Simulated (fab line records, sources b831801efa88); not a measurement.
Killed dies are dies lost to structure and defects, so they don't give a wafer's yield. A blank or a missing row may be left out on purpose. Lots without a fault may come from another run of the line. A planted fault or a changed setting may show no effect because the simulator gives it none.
fab line records | flow sfq_line
record lots=6 wafers=18 last_day=83
route steps=325 shown C5@240 M6@251 I6@266 M7@281 M8@325
lots that met no fault: from a run of the same line without faults
start_h: hours from the record's first day to the start of the lot's first wafer shown | wait_h: hours since the lot's step before | " the same as in the row above | L1.1+2: a row that stands for several wafers | - no value, or no start given | * or withheld: withheld | < > ~ a bound
route shown NAME@n: a module of which the file shows steps, and the number in the route of the first | usual: mean/standard deviation of fault-free wafers | same: alike in all rows | chamber/n: place in a boat | sites: the reading at each site | _std_site: their standard deviation | _edge_site: outer sites' mean less inner sites' | radius_mm: how far each site lies from the wafer's centre | mask NAME#n: copy n | behind: the tool/chamber that last shaped the wafer | hold: why the lot was held/for how many hours/how that ended | device: the transistor (n, p or np) that didn't switch | end of line: the same wafers' tests at the end of the route | a step without rows: its recipe alone | killed: dies lost to structure and defects at the first sort, not the wafer's yield | map: a wafer's dies, x killed, . not, _ none there
set.NAME: the setting as run; set.NAME@STEP: as run at that earlier step | model.NAME: the simulator's own value behind a step, which no gauge read
lots at some steps of the route; a table a step, a row a wafer
services: from which hour (start_h, from the record's first day; less than 0 if before it) a tool's chamber was out of use, for how many hours, and why
## steps
# step SFQ_TRILAYER_C5_LITHO_COAT_156
# recipe resist=BARC spin_rpm=3000 resist_thk_nm=62
# step SFQ_TRILAYER_C5_LITHO_COAT_151
# recipe resist=KrF spin_rpm=3000 resist_thk_nm=650
# step SFQ_TRILAYER_C5_LITHO_SOFTBAKE_155
# recipe temp_c=withheld time_s=withheld resist=KrF
# step SFQ_TRILAYER_C5_LITHO_EXPOSE_152
# recipe mask_id=C5 na=0.6 source_shape=conventional sigma_outer=0.65 target_cd_nm=500 dose_mj=21.3
# step SFQ_TRILAYER_C5_LITHO_PEB_154
# recipe peb_temp_c=115 peb_time_s=60 resist=KrF
# step SFQ_TRILAYER_C5_LITHO_DEVELOP_153
# recipe time_s=60 resist=KrF
# step SFQ_C5_OVL_MEAS_937
# usual C5_OVL=2/4.4
# columns lot.wafer tool chamber start_h wait_h C5_OVL[nm]
L604.2 overlay-02 - 1629.56 0.1 -2
L604.5 " - " " 2
L604.6 " - " " 3
L605.2 overlay-01 - 1642.60 0.1 3
L605.3 " - " " 0
L605.6 " - " " 7
L614.1 overlay-02 - 1803.94 0.1 9
L614.3 " - " " 1
L614.6 " - " " 0
L615.1 overlay-02 - 1806.34 0.1 5
L615.2 " - " " 3
L615.5 " - " " 9
L619.1 overlay-02 - 1861.99 0.1 2
L619.3 " - " " 0
L619.5 " - " " 1
L620.3 overlay-01 - 1871.26 0.1 8
L620.4 " - " " 4
L620.5 " - " " 2
# step SFQ_TRILAYER_C5_BARC_OPEN_VIA_ETCH_210
# recipe mask_material=PR chemistry=O2 target_depth_nm=125 target=BARC source_w=500 bias_w=80 pressure_mtorr=30 time_s=41.7
# usual drypump_motor_current_A=6.0/0.42 oes_product_au=0.685/0.0041
# columns lot.wafer tool chamber start_h wait_h drypump_motor_current_A oes_product_au rf_hours_counter_h
L604.2 rie_diel-03 2 1629.59 0.0 6.4 0.686 18
L604.5 " 0 " " 5.7 0.682 -
L604.6 " 3 " " 6.3 0.683 -
L605.2 rie_diel-03 3 1642.63 0.0 6.3 0.675 19
L605.3 " 1 " " 6.2 0.680 2
L605.6 " 0 " " 5.8 0.686 -
L614.1 rie_diel-03 0 1803.98 0.0 5.8 0.680 7
L614.3 " 1 " " 6.2 0.677 3
L614.6 " 1 " " 6.2 0.680 -
L615.1 rie_diel-03 0 1806.38 0.0 5.7 0.692 7
L615.2 " 1 " " 6.2 0.679 3
L615.5 " 3 " " 6.3 0.692 -
L619.1 rie_diel-01 3 1862.03 0.0 5.5 0.684 17
L619.3 " 0 " " 5.6 0.679 17
L619.5 " 0 " " 5.6 0.687 -
L620.3 rie_diel-01 2 1871.29 0.0 6.0 0.683 2
L620.4 " 3 " " 5.6 0.678 17
L620.5 " 1 " " 6.3 0.681 -
# step SFQ_TRILAYER_C5_ETCH_VIA_ETCH_154
# recipe target=SiO2 mask_material=PR chemistry=CHF3 target_depth_nm=84 source_w=500 bias_w=80 pressure_mtorr=30 time_s=withheld stop_on=Nb
# step SFQ_TRILAYER_C5_STRIP_STRIP_155
# recipe gas=O2 power_w=200 platen_temp_c=40 overash_fraction=0.65 chemistry=O2 pressure_mtorr=50
# usual drypump_motor_current_A=5.8/0.45 oes_product_au=1.002/0.0092 platen_temp_c=39.98/0.11
# columns lot.wafer tool chamber start_h wait_h drypump_motor_current_A oes_product_au platen_temp_c rf_hours_counter_h
L604.2 rie_metal-03 1 1629.68 - 6.4 0.997 39.97 56
L604.5 " 1 " " 6.4 0.999 39.92 -
L604.6 " 0 " " 5.9 0.993 39.83 -
L605.2 rie_metal-04 1 1642.72 - 6.0 1.011 39.84 76
L605.3 " 1 " " 6.0 1.013 40.09 -
L605.6 " 0 " " 5.8 0.993 39.97 -
L614.1 rie_metal-02 1 1804.07 - 5.3 0.979 40.17 39
L614.3 " 0 " " 5.1 0.988 40.03 -
L614.6 " 0 " " 5.1 0.988 39.80 -
L615.1 rie_metal-02 0 1806.47 - 5.1 0.997 39.99 59
L615.2 " 1 " " 5.4 0.981 39.90 39
L615.5 " 0 " " 5.1 0.983 39.93 -
L619.1 rie_metal-04 0 1862.12 - 5.8 1.016 39.87 115
L619.3 " 1 " " 6.0 1.001 39.97 -
L619.5 " 0 " " 5.8 1.005 40.17 -
L620.3 rie_metal-03 1 1871.77 - 6.4 1.001 39.97 -
L620.4 " 1 " " 6.4 1.003 40.00 -
L620.5 " 1 " " 6.4 1.015 39.92 -
# step SFQ_TRILAYER_C5_STRIP_SOLV_CLEAN_156
# recipe chemistry=NMP temp_c=70 time_s=600
# step SFQ_TRILAYER_M6_DEP_PRE_CLEAN_158
# recipe gas=Ar time_s=22.5 bias_v=250
# step SFQ_TRILAYER_M6_DEP_SPUTTER_157
# recipe material=Nb base_pressure_pa=1.33e-06 chamber_pressure_pa=0.1333 substrate_temp_c=20 target_thk_nm=200 power_w=2000 time_s=133.3
# usual throttle_valve_pct=30.2/1.4
# columns lot.wafer tool chamber start_h wait_h throttle_valve_pct model.Nb_of_TRILAYER_M6_DEP_SPUTTER_157.thk_nm
L604.2 pvd_sputter-04 - 1630.48 0.0 28.4 197.6
L604.5 " - " " 29.5 198.5
L604.6 " - " " 28.3 197.9
L605.2 pvd_sputter-04 - 1643.52 0.0 28.6 200.2
L605.3 " - " " 32.3 199.5
L605.6 " - " " 32.3 199.5
L614.1 pvd_sputter-04 - 1804.87 0.0 29.1 199.2
L614.3 " - " " 32.3 106.4
L614.6 " - " " 32.4 108.4
L615.1 pvd_sputter-04 - 1807.27 0.0 28.7 201
L615.2 " - " " 28.1 199.9
L615.5 " - " " 32.1 109.8
L619.1 pvd_sputter-03 - 1862.94 0.0 28.9 201.8
L619.3 " - " " 30.3 198.9
L619.5 " - " " 30.0 199.3
L620.3 pvd_sputter-03 - 1872.78 0.0 30.1 197.4
L620.4 " - " " 32.2 197.7
L620.5 " - " " 30.2 197.7
# step SFQ_M6_RS_MEAS_938
# recipe thk_meas_gauge=four-point-probe reads=Nb_of_TRILAYER_M6_DEP_SPUTTER_157
# usual M6_NB_RS=0.891/0.0076
# columns lot.wafer tool chamber start_h wait_h M6_NB_RS[ohm/sq]
L604.2 film_metro-04 - 1630.59 0.1 0.902
L604.5 " - " " 0.898
L604.6 " - " " 0.898
L605.2 film_metro-03 - 1643.63 0.1 0.888
L605.3 " - " " 0.892
L605.6 " - " " 0.891
L614.1 film_metro-01 - 1804.96 0.0 0.893
L614.3 " - " " 1.690
L614.6 " - " " 1.654
L615.1 film_metro-03 - 1807.36 0.0 0.887
L615.2 " - " " 0.892
L615.5 " - " " 1.636
L619.1 film_metro-01 - 1863.03 0.0 0.883
L619.3 " - " " 0.896
L619.5 " - " " 0.892
L620.3 film_metro-03 - 1872.91 0.1 0.901
L620.4 " - " " 0.899
L620.5 " - " " 0.901
# step SFQ_TRILAYER_M6_LITHO_COAT_164
# recipe resist=BARC spin_rpm=3000 resist_thk_nm=62
# step SFQ_TRILAYER_M6_LITHO_COAT_159
# recipe resist=KrF spin_rpm=3000 resist_thk_nm=600
# step SFQ_TRILAYER_M6_LITHO_SOFTBAKE_163
# recipe temp_c=withheld time_s=withheld resist=KrF
# step SFQ_TRILAYER_M6_LITHO_EXPOSE_160
# recipe mask_id=M6 na=0.6 source_shape=conventional sigma_outer=0.65 target_cd_nm=500 dose_mj=14.4
# step SFQ_TRILAYER_M6_LITHO_PEB_162
# recipe peb_temp_c=114 peb_time_s=60 resist=KrF
# step SFQ_TRILAYER_M6_LITHO_DEVELOP_161
# recipe time_s=60 resist=KrF
# step SFQ_M6_OVL_MEAS_940
# usual M6_OVL=-1/5.3
# columns lot.wafer tool chamber start_h wait_h M6_OVL[nm]
L604.2 overlay-02 - 1679.01 0.1 7
L604.5 " - " " 1
L604.6 " - " " 3
L605.2 overlay-02 - 1680.21 0.1 -6
L605.3 " - " " -6
L605.6 " - " " -8
L614.1 overlay-01 - 1807.81 0.1 -3
L614.3 " - " " -8
L614.6 " - " " 1
L615.1 overlay-01 - 1809.79 0.1 -4
L615.2 " - " " -6
L615.5 " - " " -1
L619.1 overlay-01 - 1943.67 0.1 7
L619.3 " - " " 0
L619.5 " - " " 11
L620.3 overlay-01 - 1950.89 0.1 -3
L620.4 " - " " 4
L620.5 " - " " -9
# step SFQ_TRILAYER_M6_BARC_OPEN_METAL_ETCH_206
# recipe mask_material=PR chemistry=O2 target_depth_nm=125 target=BARC icp_w=600 bias_w=80 pressure_mtorr=10 time_s=41.7
# usual drypump_motor_current_A=5.7/0.46 oes_product_au=0.685/0.0046
# columns lot.wafer tool chamber start_h wait_h drypump_motor_current_A oes_product_au rf_hours_counter_h
L604.2 rie_metal-03 1 1679.04 0.0 6.4 0.684 64
L604.5 " 1 " " 6.4 0.689 -
L604.6 " 0 " " 6.0 0.691 -
L605.2 rie_metal-02 1 1680.24 0.0 5.4 0.691 19
L605.3 " 0 " " 5.1 0.684 -
L605.6 " 0 " " 5.1 0.694 -
L614.1 rie_metal-03 0 1807.85 0.0 6.0 0.682 140
L614.3 " 0 " " 6.0 0.682 -
L614.6 " 0 " " 6.0 0.689 -
L615.1 rie_metal-02 1 1809.83 0.0 5.4 0.682 40
L615.2 " 0 " " 5.1 0.684 59
L615.5 " 0 " " 5.1 0.681 -
L619.1 rie_metal-01 1 1943.71 0.0 6.0 0.683 27
L619.3 " 0 " " 6.1 0.681 -
L619.5 " 0 " " 6.1 0.687 -
L620.3 rie_metal-02 0 1950.93 0.0 5.1 0.680 -
L620.4 " 1 " " 5.4 0.678 -
L620.5 " 1 " " 5.4 0.679 -
# step SFQ_TRILAYER_M6_ETCH_METAL_ETCH_162
# recipe target=Nb stop_on=SiO2 mask_material=PR chemistry=Cl2/Ar target_depth_nm=240 icp_w=600 bias_w=80 pressure_mtorr=10 time_s=120
# usual drypump_motor_current_A=5.7/0.46 oes_product_au=0.892/0.0062
# columns lot.wafer tool chamber start_h wait_h drypump_motor_current_A oes_product_au rf_hours_counter_h
L604.2 rie_metal-03 1 1679.10 0.0 6.4 0.888 64
L604.5 " 1 " " 6.4 0.881 -
L604.6 " 0 " " 6.0 0.894 -
L605.2 rie_metal-02 1 1680.30 0.0 5.4 0.895 19
L605.3 " 0 " " 5.1 0.893 -
L605.6 " 0 " " 5.1 0.890 -
L614.1 rie_metal-03 0 1807.91 0.0 6.0 0.890 140
L614.3 " 0 " " 6.0 0.650 -
L614.6 " 0 " " 6.0 0.664 -
L615.1 rie_metal-02 1 1809.89 0.0 5.4 0.901 40
L615.2 " 0 " " 5.1 0.896 59
L615.5 " 0 " " 5.0 0.669 -
L619.1 rie_metal-01 1 1943.77 0.0 6.0 0.902 27
L619.3 " 0 " " 6.1 0.895 -
L619.5 " 0 " " 6.1 0.888 -
L620.3 rie_metal-02 0 1951.01 0.1 5.1 0.887 -
L620.4 " 1 " " 5.4 0.882 -
L620.5 " 1 " " 5.4 0.886 -
# step SFQ_TRILAYER_M6_STRIP_STRIP_163
# recipe gas=O2 power_w=200 platen_temp_c=40 overash_fraction=0.65 chemistry=O2 pressure_mtorr=47.84
# usual drypump_motor_current_A=5.7/0.46 oes_product_au=1.000/0.0095 platen_temp_c=40.01/0.12
# columns lot.wafer tool chamber start_h wait_h drypump_motor_current_A oes_product_au platen_temp_c rf_hours_counter_h
L604.2 rie_metal-03 1 1679.22 0.1 6.4 0.999 40.11 64
L604.5 " 1 " " 6.4 0.995 40.04 -
L604.6 " 0 " " 6.0 1.007 39.98 -
L605.2 rie_metal-02 1 1680.42 0.1 5.4 0.987 39.94 19
L605.3 " 0 " " 5.0 0.987 40.05 -
L605.6 " 0 " " 5.1 0.991 39.92 -
L614.1 rie_metal-03 0 1808.03 0.1 6.0 1.009 39.81 140
L614.3 " 0 " " 6.0 1.017 40.10 -
L614.6 " 0 " " 6.0 1.010 39.79 -
L615.1 rie_metal-02 1 1810.01 0.1 5.4 0.995 40.05 40
L615.2 " 0 " " 5.1 0.990 39.90 59
L615.5 " 0 " " 5.1 1.004 39.82 -
L619.1 rie_metal-01 1 1943.90 0.1 6.0 1.005 40.00 27
L619.3 " 0 " " 6.1 0.993 40.09 -
L619.5 " 0 " " 6.1 0.997 40.14 -
L620.3 rie_metal-02 0 1951.30 0.2 5.1 0.998 39.98 -
L620.4 " 1 " " 5.4 0.992 40.14 -
L620.5 " 1 " " 5.4 0.993 40.02 -
# step SFQ_TRILAYER_M6_STRIP_SOLV_CLEAN_164
# recipe chemistry=NMP temp_c=70 time_s=600
# step SFQ_TRILAYER_I6_DEP_PECVD_165
# recipe material=SiO2 temp_c=150 time_s=111.11 pressure_torr=2.4 rf_w=183.3 precursor=SiH4/N2O target_thk_nm=500
# step SFQ_TRILAYER_I6_CMP_CMP_166
# recipe material=SiO2 down_force_psi=3 platen_rpm=60 pad_velocity_m_s=0.94248
# usual motor_current_A=9.8/0.93 platen_rpm=60.00/0.04 retaining_ring_pressure_frac=1.000/0.005 time_to_endpoint_s=214/8.2
# columns lot.wafer tool chamber start_h wait_h motor_current_A platen_rpm retaining_ring_pressure_frac time_to_endpoint_s
L604.2 cmp-02 0 1682.15 2.1 10.0 59.99 1.005 204
L604.5 " 0 1684.15 4.1 10.6 60.02 0.998 205
L604.6 " 1 " " 7.9 60.06 1.003 224
L605.2 cmp-01 0 1685.06 3.8 8.9 60.01 1.005 211
L605.3 " 1 " " 10.0 59.99 1.004 216
L605.6 " 3 1686.56 5.3 10.9 60.00 1.008 219
L614.3 cmp-01 3 1811.21 2.4 10.9 60.03 0.996 199
L614.1 " 2 1812.71 3.9 10.1 59.95 1.003 192
L614.6 " 0 1813.71 4.8 8.9 60.05 1.004 206
L615.2 cmp-02 2 1814.05 3.2 10.4 60.02 1.001 212
L615.1 " 1 1815.55 4.7 8.1 60.05 1.000 218
L615.5 " 2 " " 10.7 60.01 1.002 216
L619.3 cmp-01 2 1944.75 0.0 10.3 59.98 0.995 201
L619.1 " 3 " " 10.6 60.05 1.010 212
L619.5 " 3 1947.25 2.5 11.4 59.93 0.997 216
L620.4 cmp-02 0 1952.45 0.5 10.8 60.02 1.002 214
L620.3 " 2 1953.45 1.5 11.2 59.93 0.990 214
L620.5 " 3 " " 9.5 60.02 0.995 222
# step SFQ_I6_BOW_MEAS_941
# recipe mode=bow
# usual I6_BOW=8/9.8
# columns lot.wafer tool chamber start_h wait_h I6_BOW[um]
L604.2 film_metro-02 - 1685.17 2.5 5
L604.5 " - " " -3
L604.6 " - " " 8
L605.2 film_metro-01 - 1687.58 2.0 -6
L605.3 " - " " -5
L605.6 " - " " 9
L614.1 film_metro-03 - 1814.21 1.0 -14
L614.3 " - " " 1
L614.6 " - " " -2
L615.1 film_metro-02 - 1817.05 1.0 5
L615.2 " - " " 2
L615.5 " - " " -4
L619.1 film_metro-01 - 1947.75 2.0 2
L619.3 " - " " 7
L619.5 " - " " 8
L620.3 film_metro-01 - 1954.99 1.0 30
L620.4 " - " " 24
L620.5 " - " " 18
# step SFQ_TRILAYER_I6_METRO_MEASURE_167
# step SFQ_TRILAYER_I6_VIA_LITHO_COAT_174
# recipe resist=BARC spin_rpm=3000 resist_thk_nm=62
# step SFQ_TRILAYER_I6_VIA_LITHO_COAT_169
# recipe resist=KrF spin_rpm=3000 resist_thk_nm=650
# step SFQ_TRILAYER_I6_VIA_LITHO_SOFTBAKE_173
# recipe temp_c=withheld time_s=withheld resist=KrF
# step SFQ_TRILAYER_I6_VIA_LITHO_EXPOSE_170
# recipe mask_id=I6 na=0.6 source_shape=conventional sigma_outer=0.65 target_cd_nm=700 dose_mj=21.3
# step SFQ_TRILAYER_I6_VIA_LITHO_PEB_172
# recipe peb_temp_c=115 peb_time_s=60 resist=KrF
# step SFQ_TRILAYER_I6_VIA_LITHO_DEVELOP_171
# recipe time_s=60 resist=KrF
# step SFQ_I6_OVL_MEAS_942
# usual I6_OVL=1/6
# columns lot.wafer tool chamber start_h wait_h I6_OVL[nm]
L604.2 overlay-01 - 1688.72 0.1 2
L604.5 " - " " 2
L604.6 " - " " -2
L605.2 overlay-02 - 1691.14 0.1 0
L605.3 " - " " 1
L605.6 " - " " 1
L614.1 overlay-02 - 1844.32 0.1 -5
L614.3 " - " " -6
L614.6 " - " " -7
L615.1 overlay-01 - 1845.52 0.1 7
L615.2 " - " " 5
L615.5 " - " " 8
L619.1 overlay-01 - 1951.96 0.1 -5
L619.3 " - " " 3
L619.5 " - " " -2
L620.3 overlay-02 - 1959.66 0.1 3
L620.4 " - " " -3
L620.5 " - " " -3
# step SFQ_TRILAYER_I6_VIA_BARC_OPEN_VIA_ETCH_235
# recipe mask_material=PR chemistry=O2 target_depth_nm=125 target=BARC source_w=500 bias_w=80 pressure_mtorr=30 time_s=41.7
# step SFQ_TRILAYER_I6_VIA_ETCH_VIA_ETCH_172
# recipe target=SiO2 stop_on=Nb mask_material=PR taper_deg=20 chemistry=CHF3 target_depth_nm=260 source_w=500 bias_w=80 pressure_mtorr=30 time_s=withheld
# step SFQ_TRILAYER_I6_VIA_STRIP_STRIP_173
# recipe gas=O2 power_w=200 platen_temp_c=40 overash_fraction=0.65 chemistry=O2 pressure_mtorr=50
# step SFQ_TRILAYER_I6_VIA_STRIP_SOLV_CLEAN_174
# recipe chemistry=NMP temp_c=70 time_s=600
# step SFQ_TRILAYER_M7_DEP_PRE_CLEAN_176
# recipe gas=Ar time_s=22.5 bias_v=250
# step SFQ_M8_BOW_MEAS_951
# recipe mode=bow
# usual M8_BOW=9/11
# columns lot.wafer tool chamber start_h wait_h M8_BOW[um] model.etest.m6.ohm_um model.etest.i5.link_ohm model.etest.c5.link_ohm model.etest.m6.ohm_sq model.etest.i6.link_ohm
L604.2 film_metro-01 - 1815.89 0.0 1 1.735 2.288 8.276 0.9001 1.895
L604.5 " - " " -6 1.724 2.282 8.24 0.8962 1.879
L604.6 " - " " 5 1.738 2.291 8.136 0.8991 1.885
L605.2 film_metro-01 - 1821.89 0.0 -5 1.714 2.294 8.075 0.8885 1.89
L605.3 " - " " -2 1.713 2.278 8.129 0.8919 1.895
L605.6 " - " " 12 1.712 2.266 8.181 0.8916 1.894
L614.1 film_metro-04 - 1973.15 0.0 -11 1.735 2.283 8.195 0.893 1.905
L614.3 " - " " 6 3.239 3.238 9.055 1.672 2.683
L614.6 " - " " 0 3.186 3.199 8.845 1.641 2.648
L615.1 film_metro-01 - 1974.35 0.0 7 1.705 2.262 8.09 0.8849 1.868
L615.2 " - " " 5 1.708 2.283 8.203 0.8901 1.856
L615.5 " - " " -2 3.104 3.158 8.953 1.62 2.589
L619.1 film_metro-03 - 1979.15 0.0 3 1.701 2.27 8.228 0.8814 1.869
L619.3 " - " " 7 1.729 2.297 8.174 0.8944 1.891
L619.5 " - " " 10 1.718 2.271 8.112 0.8927 1.884
L620.3 film_metro-01 - 1980.39 0.0 32 1.743 2.282 8.228 0.9013 1.901
L620.4 " - " " 27 1.735 2.284 8.331 0.8997 1.883
L620.5 " - " " 19 1.741 2.282 8.361 0.8998 1.89
## services
# columns tool chamber start_h hours kind
cmp-02 - 1606.71 2.6 repair
rie_metal-01 - 1617.52 2.6 repair
rie_metal-02 0 1644.65 6.6 repair
cmp-01 - 1668.87 4.6 pm
cmp-01 - 1682.33 2.2 repair
cmp-01 - 1687.91 1.4 repair
rie_metal-01 1 1697.43 6.2 repair
rie_metal-01 - 1702.62 10.0 pm
cmp-01 - 1712.89 0.8 repair
rie_diel-03 - 1733.22 1.0 repair
cmp-02 - 1736.33 1.8 repair
rie_metal-02 0 1748.95 9.8 repair
rie_diel-03 2 1753.67 2.3 repair
cmp-02 - 1772.83 31.2 repair
cmp-02 - 1804.05 4.0 pm
rie_metal-03 - 1825.23 2.8 pm
cmp-02 - 1843.63 20.0 repair
cmp-01 - 1848.57 0.6 repair
rie_diel-03 2 1855.38 5.8 repair
rie_diel-03 1 1857.96 11.0 repair
pvd_sputter-04 - 1898.21 1.0 repair
rie_diel-03 3 1901.39 1.2 repair
rie_diel-03 - 1917.70 2.8 pm
rie_diel-03 1 1929.09 2.8 repair
## key
first_sign step=SFQ_M6_RS_MEAS_938 reading=M6_NB_RS direction=up sigmas=99+ usual=0.891 struck=1.660
effect step=SFQ_TRILAYER_M6_ETCH_METAL_ETCH_162 reading=oes_product_au direction=down sigmas=37 usual=0.892 struck=0.661
model_effect step=SFQ_TRILAYER_M6_DEP_SPUTTER_157 value=Nb_of_TRILAYER_M6_DEP_SPUTTER_157.thk_nm without=198.9 struck=108.2
model_effect step=SFQ_M8_BOW_MEAS_951 value=etest.m6.ohm_um without=1.728 struck=3.176
met_at SFQ_TRILAYER_M6_DEP_SPUTTER_157
struck_wafers L614.3,L614.6,L615.5
onset_between 1643.52 1804.87
fault kind=process_parameter_drift tool=pvd_sputter-04 chamber=- onset_h=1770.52 steps=SFQ_TRILAYER_M6_DEP_SPUTTER_157 channel=target_thk_nm offset=-90.651 shape=step end_h=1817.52 acts_in=these_recipes_only stated=200 scope=struck_wafers_only
